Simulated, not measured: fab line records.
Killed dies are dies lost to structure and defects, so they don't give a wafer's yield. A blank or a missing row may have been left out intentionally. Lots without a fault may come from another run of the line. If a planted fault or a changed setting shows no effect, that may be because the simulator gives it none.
fab line records -- flow sky130
[record] lots = 6, wafers = 18, lastDay = 50
route steps=708 shown RES_XHIGH@340 SD_N@342 SD_P@359 PAD_OPEN@708
lots that met no fault: from a run of the same line without faults
startH: hours from the record's opening day to when the first of the lot's shown wafers began -- waitH: time in hours since the lot's previous step -- " repeats the value in the row above -- L1.1+2: several wafers, shown together as one row -- - no value, or no start was given -- * or withheld: withheld -- < > ~ a bound
route shown NAME@n: names a module that has steps shown in the file, with the first one's number in the route -- usual: mean and standard deviation over wafers with no fault -- same: alike in all rows -- chamber/n: place in a boat -- sites: readings site by site -- _std_site: the values' standard deviation -- _edge_site: the outer-site mean with the inner-site mean subtracted -- radiusMm: how far each site lies from the wafer's centre -- mask NAME#n: copy n -- behind: the last tool/chamber to shape the wafer -- hold: reason for holding the lot/hours on hold/outcome of the hold -- device: which transistor (n, p or np) failed to switch -- end of line: tests run on the same wafers once the route is complete -- a step without rows: its recipe alone -- killed: count of dies lost to structure and defects at first sort (not the wafer's yield) -- map: dies across one wafer; x = killed, . = not, _ = none there
set.NAME: the run value of the setting; set.NAME@STEP: its run value at that earlier step -- model.NAME: the simulator's own value behind a step, which no gauge read
a table for each step, a row for each wafer; lots at some steps of the route
services: a tool's chamber out of use, with start hour (startH, from the record's first day; less than 0 if before it), hours out, and reason
[[steps]]
[step SKY_RES_XHIGH_STRIP_08]
[recipe] chemistry = O2/N2, powerW = 1400, pressureMtorr = 1500, platenTempC = withheld, o2FlowSccm = 3000, n2FlowSccm = 300, overashFraction = 0.5
[usual] drypumpMotorCurrentA = 5.3/0.34, n2FlowSccm = 300.0/0.89, oesProductAu = 0.711/0.004, stripTimeToEndpointS = 14.29/0.038
lot.wafer,tool,chamber,startH,waitH,drypumpMotorCurrentA,n2FlowSccm,oesProductAu,rfHoursCounterH,stripTimeToEndpointS
L950.1,plasmaAsher-01,0,621.84,0.1,4.8,300.2,0.713,19,14.27
L950.4,plasmaAsher-01,1,621.84,0.1,5.3,299.0,0.705,-,14.30
L950.5,plasmaAsher-01,0,621.84,0.1,4.8,299.8,0.709,-,14.30
L951.3,plasmaAsher-02,0,623.01,0.1,4.9,300.6,0.710,-,14.32
L951.4,plasmaAsher-02,1,623.01,0.1,5.6,299.2,0.702,-,14.33
L951.6,plasmaAsher-02,0,623.01,0.1,4.9,302.3,0.714,-,14.31
L957.3,plasmaAsher-02,1,682.56,0.1,5.6,301.3,0.710,-,14.27
L957.4,plasmaAsher-02,0,682.56,0.1,5.0,299.8,0.706,-,14.30
L957.6,plasmaAsher-02,0,682.56,0.1,5.0,299.6,0.711,-,14.30
L958.1,plasmaAsher-02,1,691.26,0.1,5.6,300.6,0.712,57,14.31
L958.2,plasmaAsher-02,0,691.26,0.1,5.0,298.2,0.712,57,14.29
L958.5,plasmaAsher-02,0,691.26,0.1,5.0,299.2,0.703,-,14.31
L969.2,plasmaAsher-03,0,789.84,0.1,5.5,300.6,0.706,94,14.26
L969.3,plasmaAsher-03,1,789.84,0.1,5.8,300.0,0.712,-,14.21
L969.4,plasmaAsher-03,0,789.84,0.1,5.5,301.2,0.710,-,14.24
L972.1,plasmaAsher-03,1,800.24,0.1,5.8,299.7,0.708,95,14.27
L972.4,plasmaAsher-03,1,800.24,0.1,5.8,301.6,0.711,-,14.22
L972.5,plasmaAsher-03,1,800.24,0.1,5.8,299.1,0.713,-,14.22
[step SKY_RES_XHIGH_TW_MEAS_09]
[usual] RES_XHIGH_TW = 1639/13
lot.wafer,tool,chamber,startH,waitH,RES_XHIGH_TW
L950.1,filmMetro-04,-,621.94,0.1,1642
L950.4,filmMetro-04,-,621.94,0.1,1639
L950.5,filmMetro-04,-,621.94,0.1,1643
L951.3,filmMetro-02,-,623.09,0.1,1648
L951.4,filmMetro-02,-,623.09,0.1,1644
L951.6,filmMetro-02,-,623.09,0.1,1650
L957.3,filmMetro-03,-,682.64,0.1,1635
L957.4,filmMetro-03,-,682.64,0.1,1636
L957.6,filmMetro-03,-,682.64,0.1,1633
L958.1,filmMetro-04,-,691.36,0.1,1626
L958.2,filmMetro-04,-,691.36,0.1,1630
L958.5,filmMetro-04,-,691.36,0.1,1627
L969.2,filmMetro-03,-,789.95,0.1,1627
L969.3,filmMetro-03,-,789.95,0.1,1640
L969.4,filmMetro-03,-,789.95,0.1,1636
L972.1,filmMetro-02,-,800.34,0.1,1660
L972.4,filmMetro-02,-,800.34,0.1,1658
L972.5,filmMetro-02,-,800.34,0.1,1648
[step SKY_SD_N_DEHYDRATE_00]
[recipe] tempC = 200, timeS = 60
[step SKY_SD_N_HMDS_01]
[recipe] primeTimeS = 60, primeTempC = 120
[step SKY_SD_N_COAT_02]
[recipe] resist = NOVOLAK, spinRpm = 3000, resistThkNm = 1140
[step SKY_SD_N_SOFTBAKE_03]
[recipe] tempC = 90, timeS = 60, resist = NOVOLAK
[step SKY_SD_N_EXPOSE_04]
[recipe] maskId = NSDM, na = 0.6, sourceShape = conventional, sigmaOuter = 0.6, polarization = unpolarized, targetCdNm = 380, doseMj = 141
[step SKY_SD_N_PEB_05]
[recipe] tempC = withheld, timeS = *, resist = NOVOLAK
[step SKY_SD_N_DEVELOP_06]
[recipe] resist = NOVOLAK, developer = TMAH, developTimeS = 60, devTempC = 23
[step SKY_SD_N_CD_MEAS_07]
[recipe] targetCdNm = 380
[usual] cdNm = 381.0/1.5
lot.wafer,tool,chamber,startH,waitH,cdNm
L950.1,cdSem-01,-,650.34,0.1,380.1
L950.4,cdSem-01,-,650.34,0.1,380.2
L950.5,cdSem-01,-,650.34,0.1,379.0
L951.3,cdSem-02,-,651.77,0.1,377.9
L951.4,cdSem-02,-,651.77,0.1,378.4
L951.6,cdSem-02,-,651.77,0.1,381.7
L957.3,cdSem-02,-,709.76,0.1,380.6
L957.4,cdSem-02,-,709.76,0.1,380.9
L957.6,cdSem-02,-,709.76,0.1,382.2
L958.1,cdSem-01,-,718.89,0.1,382.9
L958.2,cdSem-01,-,718.89,0.1,381.2
L958.5,cdSem-01,-,718.89,0.1,382.3
L969.2,cdSem-01,-,816.65,0.1,379.9
L969.3,cdSem-01,-,816.65,0.1,382.4
L969.4,cdSem-01,-,816.65,0.1,381.0
L972.1,cdSem-02,-,826.36,0.3,380.6
L972.4,cdSem-02,-,826.36,0.3,381.5
L972.5,cdSem-02,-,826.36,0.3,382.2
[step SKY_SD_N_OVL_MEAS_08]
[usual] SD_N_OVL = 0.7/1.1
lot.wafer,tool,chamber,startH,waitH,SD_N_OVL[nm]
L950.1,overlay-02,-,650.46,0.1,1.3
L950.4,overlay-02,-,650.46,0.1,1.9
L950.5,overlay-02,-,650.46,0.1,1.8
L951.3,overlay-02,-,651.87,0.1,1.4
L951.4,overlay-02,-,651.87,0.1,1.4
L951.6,overlay-02,-,651.87,0.1,1.8
L957.3,overlay-01,-,709.86,0.1,1.8
L957.4,overlay-01,-,709.86,0.1,-0.5
L957.6,overlay-01,-,709.86,0.1,1.4
L958.1,overlay-01,-,719.01,0.1,0.6
L958.2,overlay-01,-,719.01,0.1,0.1
L958.5,overlay-01,-,719.01,0.1,0.4
L969.2,overlay-02,-,816.75,0.1,1.7
L969.3,overlay-02,-,816.75,0.1,1.1
L969.4,overlay-02,-,816.75,0.1,2.1
L972.1,overlay-01,-,826.48,0.1,1.0
L972.4,overlay-01,-,826.48,0.1,0.2
L972.5,overlay-01,-,826.48,0.1,1.4
[step SKY_SD_N_IMPLANT_09]
[recipe] species = As, energyKev = 50, doseCm2 = 4e+15, tiltDeg = 0
[step SKY_SD_N_IMPLANT_10]
[recipe] species = P, energyKev = 20, doseCm2 = 1e+14, tiltDeg = 0
[usual] endStationPressureTorr = 5.37e-06/2.8e-07, faradayCurrentUA = 514/54, tiltDeg = 0.005/0.02
lot.wafer,tool,chamber,startH,waitH,endStationPressureTorr,faradayCurrentUA,tiltDeg
L950.1,implanter-03,0,650.64,0.1,5.27e-06,564,-0.016
L950.4,implanter-03,0,650.64,0.1,5.37e-06,573,0.004
L950.5,implanter-03,0,650.64,0.1,5.7e-06,566,-0.002
L951.3,implanter-03,0,652.09,0.1,5.71e-06,556,-0.006
L951.4,implanter-03,0,652.09,0.1,5.4e-06,594,0.030
L951.6,implanter-03,0,652.09,0.1,5.97e-06,568,0.007
L957.3,implanter-02,0,710.08,0.1,5.01e-06,491,-0.014
L957.4,implanter-02,0,710.08,0.1,5.67e-06,488,0.014
L957.6,implanter-02,0,710.08,0.1,5.15e-06,487,0.008
L957.3,implanter-02,0,710.40,0.3,5.5e-06,497,-0.023
L957.4,implanter-02,0,710.40,0.3,4.99e-06,503,-0.031
L957.6,implanter-02,0,710.40,0.3,5.41e-06,496,-0.028
L958.1,implanter-03,0,719.19,0.1,5.66e-06,562,0.020
L958.2,implanter-03,0,719.19,0.1,5.31e-06,539,0.031
L958.5,implanter-03,0,719.19,0.1,5.41e-06,561,0.015
L958.1,implanter-03,0,719.51,0.3,5.29e-06,559,-0.013
L958.2,implanter-03,0,719.51,0.3,5.47e-06,563,-0.029
L958.5,implanter-03,0,719.51,0.3,4.95e-06,564,-0.001
L969.2,implanter-02,0,816.96,0.1,5.75e-06,509,-0.006
L969.3,implanter-02,0,816.96,0.1,4.98e-06,495,-0.014
L969.4,implanter-02,0,816.96,0.1,4.94e-06,494,-0.028
L972.1,implanter-03,0,826.67,0.1,5.62e-06,550,-0.031
L972.4,implanter-03,0,826.67,0.1,5.19e-06,543,-0.038
L972.5,implanter-03,0,826.67,0.1,5.98e-06,576,-0.013
[step SKY_SD_N_STRIP_11]
[recipe] chemistry = O2/N2, powerW = 1400, pressureMtorr = 1500, platenTempC = withheld, o2FlowSccm = 3000, n2FlowSccm = 300, overashFraction = 0.5
[usual] drypumpMotorCurrentA = 5.6/0.38, n2FlowSccm = 300.2/0.96, oesProductAu = 0.527/0.0046, stripTimeToEndpointS = 22.56/0.04
lot.wafer,tool,chamber,startH,waitH,drypumpMotorCurrentA,n2FlowSccm,oesProductAu,rfHoursCounterH,stripTimeToEndpointS
L950.1,plasmaAsher-03,0,650.79,0.1,5.5,298.9,0.527,81,22.57
L950.4,plasmaAsher-03,0,650.79,0.1,5.5,298.1,0.527,-,22.56
L950.5,plasmaAsher-03,0,650.79,0.1,5.5,298.5,0.525,-,22.55
L951.3,plasmaAsher-04,0,652.22,0.1,6.1,298.8,0.520,-,22.55
L951.4,plasmaAsher-04,1,652.22,0.1,6.0,299.3,0.527,-,22.60
L951.6,plasmaAsher-04,1,652.22,0.1,6.0,300.5,0.535,-,22.58
L957.3,plasmaAsher-04,1,710.53,0.1,6.0,298.8,0.528,-,22.62
L957.4,plasmaAsher-04,0,710.53,0.1,6.1,298.9,0.525,-,22.63
L957.6,plasmaAsher-04,1,710.53,0.1,6.0,300.5,0.519,-,22.63
L958.1,plasmaAsher-04,1,719.66,0.1,6.0,300.3,0.523,104,22.59
L958.2,plasmaAsher-04,0,719.66,0.1,6.1,299.7,0.528,104,22.54
L958.5,plasmaAsher-04,0,719.66,0.1,6.1,299.8,0.537,-,22.57
L969.2,plasmaAsher-04,1,817.08,0.1,6.0,301.9,0.527,7,22.57
L969.3,plasmaAsher-04,0,817.08,0.1,6.1,299.2,0.528,-,22.55
L969.4,plasmaAsher-04,1,817.08,0.1,6.0,301.1,0.530,-,22.56
L972.1,plasmaAsher-03,0,826.82,0.1,5.5,301.2,0.528,98,22.63
L972.4,plasmaAsher-03,1,826.82,0.1,5.8,300.4,0.530,-,22.61
L972.5,plasmaAsher-03,1,826.82,0.1,5.7,300.9,0.527,-,22.56
[step SKY_SD_N_TW_MEAS_12]
[usual] SD_N_TW = 3985/32
lot.wafer,tool,chamber,startH,waitH,SD_N_TW
L950.1,filmMetro-03,-,650.89,0.1,3950
L950.4,filmMetro-03,-,650.89,0.1,3971
L950.5,filmMetro-03,-,650.89,0.1,3946
L951.3,filmMetro-03,-,652.31,0.1,3965
L951.4,filmMetro-03,-,652.31,0.1,3959
L951.6,filmMetro-03,-,652.31,0.1,3976
L957.3,filmMetro-02,-,710.62,0.1,4007
L957.4,filmMetro-02,-,710.62,0.1,4011
L957.6,filmMetro-02,-,710.62,0.1,3994
L958.1,filmMetro-04,-,719.80,0.1,3972
L958.2,filmMetro-04,-,719.80,0.1,3943
L958.5,filmMetro-04,-,719.80,0.1,3992
L969.2,filmMetro-02,-,817.19,0.1,4062
L969.3,filmMetro-02,-,817.19,0.1,4022
L969.4,filmMetro-02,-,817.19,0.1,4040
L972.1,filmMetro-04,-,826.92,0.1,3942
L972.4,filmMetro-04,-,826.92,0.1,3950
L972.5,filmMetro-04,-,826.92,0.1,3957
[step SKY_SD_N_CLEAN_13]
[recipe] chemistry = SC1/SC2, mix = 1:4:20, tempC = 70, timeS = 150, dry = n2Spin
[step SKY_SD_N_RTA_14]
[recipe] tempC = 1075, timeS = 2, idleTempC = 650, rampUpCPerS = 150, rampDownCPerS = 90, ambient = N2
[usual] lampPowerPct = 15.74/0.058, wafer_temp_C_max = 1078.2/1.3
lot.wafer,tool,chamber,startH,waitH,lampPowerPct,wafer_temp_C_max
L950.1,rtpAnneal-02,0,651.00,0.0,15.83,1079.7
L950.4,rtpAnneal-02,0,651.00,0.0,15.68,1076.6
L950.5,rtpAnneal-02,0,651.00,0.0,15.79,1078.6
L951.3,rtpAnneal-01,0,652.42,0.0,15.73,1079.8
L951.4,rtpAnneal-01,0,652.42,0.0,15.61,1077.7
L951.6,rtpAnneal-01,0,652.42,0.0,15.66,1078.7
L957.3,rtpAnneal-01,0,710.73,0.0,15.84,1078.0
L957.4,rtpAnneal-01,0,710.73,0.0,15.75,1078.6
L957.6,rtpAnneal-01,0,710.73,0.0,15.85,1080.4
L958.1,rtpAnneal-02,0,719.95,0.0,15.78,1076.9
L958.2,rtpAnneal-02,0,719.95,0.0,15.70,1076.6
L958.5,rtpAnneal-02,0,719.95,0.0,15.73,1076.3
L969.2,rtpAnneal-01,0,817.32,0.0,15.75,1078.8
L969.3,rtpAnneal-01,0,817.32,0.0,15.75,1075.5
L969.4,rtpAnneal-01,0,817.32,0.0,15.71,1078.3
L972.1,rtpAnneal-01,0,827.03,0.0,15.76,1079.0
L972.4,rtpAnneal-01,0,827.03,0.0,15.73,1078.4
L972.5,rtpAnneal-01,0,827.03,0.0,15.66,1079.4
[step SKY_SD_N_RS_MEAS_16]
[recipe] thkMeasGauge = four-point-probe
[usual] SD_N_RS = 68.62/0.11
lot.wafer,tool,chamber,startH,waitH,SD_N_RS[ohm/sq]
L950.1,filmMetro-04,-,651.17,0.1,68.59
L950.4,filmMetro-04,-,651.17,0.1,68.46
L950.5,filmMetro-04,-,651.17,0.1,68.48
L951.3,filmMetro-02,-,652.61,0.1,68.60
L951.4,filmMetro-02,-,652.61,0.1,68.51
L951.6,filmMetro-02,-,652.61,0.1,68.64
L957.3,filmMetro-03,-,710.92,0.1,65.70
L957.4,filmMetro-03,-,710.92,0.1,65.81
L957.6,filmMetro-03,-,710.92,0.1,66.06
L957.3,filmMetro-03,-,711.42,0.5,65.83
L957.4,filmMetro-03,-,711.42,0.5,65.97
L957.6,filmMetro-03,-,711.42,0.5,65.73
L958.1,filmMetro-03,-,720.12,0.1,65.84
L958.2,filmMetro-03,-,720.12,0.1,66.18
L958.5,filmMetro-03,-,720.12,0.1,66.13
L958.1,filmMetro-03,-,720.41,0.3,65.85
L958.2,filmMetro-03,-,720.41,0.3,65.96
L958.5,filmMetro-03,-,720.41,0.3,66.01
L969.2,filmMetro-03,-,817.51,0.1,68.63
L969.3,filmMetro-03,-,817.51,0.1,68.56
L969.4,filmMetro-03,-,817.51,0.1,68.69
L972.1,filmMetro-04,-,827.21,0.1,68.52
L972.4,filmMetro-04,-,827.21,0.1,68.58
L972.5,filmMetro-04,-,827.21,0.1,68.64
[step SKY_SD_N_RS_MEAS_17]
[recipe] thkMeasGauge = four-point-probe
[usual] SD_P_RS = 147.2/0.38
lot.wafer,tool,chamber,startH,waitH,SD_P_RS[ohm/sq]
L950.1,filmMetro-04,-,651.29,0.1,147.1
L950.4,filmMetro-04,-,651.29,0.1,146.8
L950.5,filmMetro-04,-,651.29,0.1,146.9
L951.3,filmMetro-02,-,652.73,0.1,146.9
L951.4,filmMetro-02,-,652.73,0.1,147.3
L951.6,filmMetro-02,-,652.73,0.1,146.7
L957.3,filmMetro-03,-,715.25,3.8,146.4
L957.4,filmMetro-03,-,715.25,3.8,146.7
L957.6,filmMetro-03,-,715.25,3.8,147.2
L958.1,filmMetro-03,-,725.62,5.2,147.1
L958.2,filmMetro-03,-,725.62,5.2,147.1
L958.5,filmMetro-03,-,725.62,5.2,147.2
L969.2,filmMetro-03,-,817.63,0.1,147.7
L969.3,filmMetro-03,-,817.63,0.1,147.5
L969.4,filmMetro-03,-,817.63,0.1,147.9
L972.1,filmMetro-04,-,827.33,0.1,147.1
L972.4,filmMetro-04,-,827.33,0.1,147.0
L972.5,filmMetro-04,-,827.33,0.1,147.6
[step SKY_PAD_OPEN_PROBE_99]
[usual] killed_at_M0_to_M3 = 44/7, killed_at_M4_up = 3.0/1.9, killedAtContacts = 24/5.4, killedAtFrontEnd = 15/4.6, killedAtOther = 0.3/0.5, killedDies = 87/10, killedOpen = 47/7, killedShort = 40/6.2
[same] grossDies = 492, killedAtBackSide = 0
lot.wafer,tool,chamber,startH,waitH,killed_at_M0_to_M3,killed_at_M4_up,killedAtContacts,killedAtFrontEnd,killedAtOther,killedDies,killedOpen,killedShort,model.etest.sonosUncharged.rOnOhmUm,model.etest.resNdiff.rsOhmSq,model.etest.resNdiffHv.rsOhmSq
L950.1,prober-01,-,1076.70,0.1,47,2,30,11,1,91,52,39,813.3,122.9,115.7
L950.4,prober-01,-,1076.85,0.2,41,2,22,23,0,88,46,42,802.6,122.5,115.6
L950.5,prober-01,-,1076.90,0.2,37,6,22,16,0,81,33,48,818.2,121.6,116
L951.3,prober-02,-,1079.00,0.2,43,3,25,7,0,78,43,35,801.3,120.2,115.6
L951.4,prober-02,-,1079.05,0.2,43,6,22,15,0,86,43,43,801.7,120.5,115.1
L951.6,prober-02,-,1079.15,0.2,46,1,25,6,0,78,47,31,800.2,121.7,114.7
L957.3,prober-02,-,1120.65,0.2,33,4,28,12,0,77,39,38,803.4,118.2,111.9
L957.4,prober-02,-,1120.70,0.2,43,1,31,12,0,87,45,42,799.5,118.7,111.4
L957.6,prober-02,-,1120.80,0.2,42,6,34,15,0,97,56,41,771.6,117.5,111.9
L958.1,prober-01,-,1128.11,0.1,52,1,17,18,0,88,44,44,780,117,112.1
L958.2,prober-01,-,1128.16,0.1,34,4,24,15,0,77,38,39,800.4,116.9,112
L958.5,prober-01,-,1128.31,0.2,42,4,30,13,0,89,46,43,785.6,117.2,111.4
L969.2,prober-01,-,1193.15,0.1,51,0,27,20,0,98,56,42,823.8,120.9,114.7
L969.3,prober-01,-,1193.20,0.2,37,4,27,23,0,91,52,39,810.4,119.8,115.4
L969.4,prober-01,-,1193.25,0.2,54,2,22,23,0,101,46,55,815,121.1,114.8
L972.1,prober-02,-,1197.22,0.1,58,8,33,11,1,111,52,59,819.9,122.8,116
L972.4,prober-02,-,1197.37,0.2,43,0,21,23,0,87,41,46,829,122.7,115.9
L972.5,prober-02,-,1197.42,0.2,51,1,19,12,0,83,46,37,824.2,122.5,115.7
// killed by level:class
L950.1 CONTACT:geometricParticle:open=13 VIA2:geometricParticle:open=7 METAL2:geometricParticle:short=7 VIA3:geometricParticle:open=7 VIA1:geometricParticle:open=6 LI_CONTACT:geometricParticle:open=5 LOCAL_INTERCONNECT:geometricParticle:short=5 VIA1:geometricParticle:short=5
L950.4 VIA3:geometricParticle:short=8 FIELD_ISO:geometricParticle:open=7 VIA1:geometricParticle:open=6 VIA2:geometricParticle:open=6 VIA3:geometricParticle:open=6 FIELD_ISO:geometricParticle:short=5 LI_CONTACT:geometricParticle:open=5 LOCAL_INTERCONNECT:geometricParticle:short=5
L950.5 LOCAL_INTERCONNECT:geometricParticle:short=7 METAL2:geometricParticle:short=7 METAL4:geometricParticle:short=6 FIELD_ISO:geometricParticle:short=5 LI_CONTACT:geometricParticle:open=5 CONTACT:geometricParticle:open=5 VIA1:geometricParticle:open=5 VIA2:geometricParticle:short=5
L951.3 CONTACT:geometricParticle:open=11 VIA1:geometricParticle:open=9 LI_CONTACT:geometricParticle:open=8 VIA2:geometricParticle:open=7 METAL2:geometricParticle:short=6 VIA1:geometricParticle:short=5 CONTACT:geometricParticle:short=4 METAL1:geometricParticle:short=4
L951.4 CONTACT:geometricParticle:open=8 VIA1:geometricParticle:open=8 CONTACT:geometricParticle:short=6 METAL1:geometricParticle:short=6 METAL4:geometricParticle:short=6 FIELD_ISO:geometricParticle:open=5 FIELD_ISO:geometricParticle:short=5 LI_CONTACT:geometricParticle:open=5
L951.6 VIA2:geometricParticle:open=10 LI_CONTACT:geometricParticle:open=9 CONTACT:geometricParticle:open=9 VIA1:geometricParticle:open=8 METAL2:geometricParticle:short=8 VIA1:geometricParticle:short=4 VIA2:geometricParticle:short=4 LOCAL_INTERCONNECT:geometricParticle:short=3
L957.3 CONTACT:geometricParticle:open=10 LI_CONTACT:geometricParticle:open=8 FIELD_ISO:geometricParticle:short=6 VIA1:geometricParticle:open=6 METAL2:geometricParticle:short=5 METAL1:geometricParticle:short=5 VIA2:geometricParticle:open=5 LOCAL_INTERCONNECT:geometricParticle:short=4
L957.4 VIA1:geometricParticle:open=10 CONTACT:geometricParticle:open=8 VIA2:geometricParticle:open=8 FIELD_ISO:geometricParticle:short=6 LI_CONTACT:geometricParticle:short=6 METAL1:geometricParticle:short=6 LI_CONTACT:geometricParticle:open=5 LOCAL_INTERCONNECT:geometricParticle:short=5
L957.6 CONTACT:geometricParticle:open=16 VIA1:geometricParticle:open=12 VIA3:geometricParticle:open=7 LOCAL_INTERCONNECT:geometricParticle:short=7 METAL1:geometricParticle:short=7 CONTACT:geometricParticle:short=6 POLY_GATE:geometricParticle:open=4 VIA2:geometricParticle:open=4
L958.1 CONTACT:geometricParticle:open=8 VIA1:geometricParticle:open=8 CONTACT:geometricParticle:short=6 METAL3:geometricParticle:short=6 VIA2:geometricParticle:short=6 VIA2:geometricParticle:open=6 VIA3:geometricParticle:open=6 POLY_GATE:geometricParticle:short=5
L958.2 CONTACT:geometricParticle:short=7 CONTACT:geometricParticle:open=7 VIA2:geometricParticle:open=7 METAL2:geometricParticle:short=6 LI_CONTACT:geometricParticle:open=5 VIA1:geometricParticle:short=5 VIA1:geometricParticle:open=5 FIELD_ISO:geometricParticle:short=4
L958.5 VIA1:geometricParticle:open=9 VIA2:geometricParticle:open=9 LI_CONTACT:geometricParticle:open=8 CONTACT:geometricParticle:open=8 CONTACT:geometricParticle:short=7 VIA1:geometricParticle:short=5 METAL2:geometricParticle:short=5 FIELD_ISO:geometricParticle:open=4
L969.2 LI_CONTACT:geometricParticle:open=9 VIA1:geometricParticle:open=9 CONTACT:geometricParticle:open=8 VIA3:geometricParticle:open=8 POLY_GATE:geometricParticle:open=7 VIA3:geometricParticle:short=6 METAL1:geometricParticle:short=6 CONTACT:geometricParticle:short=5
L969.3 CONTACT:geometricParticle:open=11 VIA1:geometricParticle:open=10 POLY_GATE:geometricParticle:open=8 LI_CONTACT:geometricParticle:open=7 METAL2:geometricParticle:short=5 FIELD_ISO:geometricParticle:short=4 VIA2:geometricParticle:short=4 CONTACT:geometricParticle:short=4
L969.4 VIA2:geometricParticle:open=11 VIA1:geometricParticle:open=11 FIELD_ISO:geometricParticle:short=9 METAL1:geometricParticle:short=8 METAL2:geometricParticle:short=7 CONTACT:geometricParticle:open=7 CONTACT:geometricParticle:short=5 POLY_GATE:geometricParticle:short=5
L972.1 VIA1:geometricParticle:open=13 METAL2:geometricParticle:short=13 LI_CONTACT:geometricParticle:open=12 CONTACT:geometricParticle:short=9 CONTACT:geometricParticle:open=8 VIA1:geometricParticle:short=8 METAL4:geometricParticle:short=6 FIELD_ISO:geometricParticle:short=4
L972.4 VIA1:geometricParticle:open=9 FIELD_ISO:geometricParticle:short=7 CONTACT:geometricParticle:open=7 POLY_GATE:geometricParticle:short=5 METAL2:geometricParticle:short=5 VIA3:geometricParticle:short=5 FIELD_ISO:geometricParticle:open=4 POLY_GATE:geometricParticle:open=4
L972.5 VIA1:geometricParticle:open=11 CONTACT:geometricParticle:open=9 VIA3:geometricParticle:open=6 METAL1:geometricParticle:short=6 VIA2:geometricParticle:open=6 LI_CONTACT:geometricParticle:open=5 METAL2:geometricParticle:short=5 FIELD_ISO:geometricParticle:open=4
[[services]]
tool,chamber,startH,hours,kind
rtpAnneal-02,-,599.66,7.4,pm
implanter-03,-,616.13,2.7,pm
implanter-02,-,638.65,0.9,repair
plasmaAsher-04,-,644.00,2.8,pm
implanter-03,-,670.48,6.1,repair
plasmaAsher-03,-,681.79,2.5,repair
rtpAnneal-02,-,706.59,0.9,pm
implanter-02,-,716.81,0.5,repair
implanter-02,-,725.87,3.5,pm
plasmaAsher-04,-,733.75,9.0,pm
plasmaAsher-04,0,733.75,9.0,ventCycle
plasmaAsher-04,1,733.75,9.0,ventCycle
plasmaAsher-04,0,742.75,-,clean
plasmaAsher-04,1,742.75,-,clean
plasmaAsher-02,-,751.82,0.6,repair
plasmaAsher-03,-,768.52,0.8,repair
implanter-02,-,798.43,11.4,repair
[[key]]
[firstSign] step = SKY_SD_N_IMPLANT_10, reading = visit, direction = added
[effect] step = SKY_SD_N_RS_MEAS_16, reading = visit, direction = added
[effect] step = SKY_SD_N_RS_MEAS_16, reading = SD_N_RS, direction = down, sigmas = 24, usual = 68.62, struck = 65.95
[modelEffect] step = SKY_PAD_OPEN_PROBE_99, value = etest.sonosUncharged.rOnOhmUm, without = 809, struck = 790.1
metAt SKY_SD_N_IMPLANT_10
struckWafers L957.3,L957.4,L957.6,L958.1,L958.2,L958.5
testerLeftOut L957,L958
[fault] kind = repeatedStepWhole, tool = implanter-01,implanter-02,implanter-03, chamber = -, onsetH = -, steps = SKY_SD_N_IMPLANT_10, times = 1, scope = struckLotsOnly
// testerLeftOut: of these lots the tester's yield and bins aren't shown, on N5 and GAA mostly nor the transistor test; their killed dies are dies lost to structure and defects alone, not to doping, threshold or leakage, so they don't give the yield
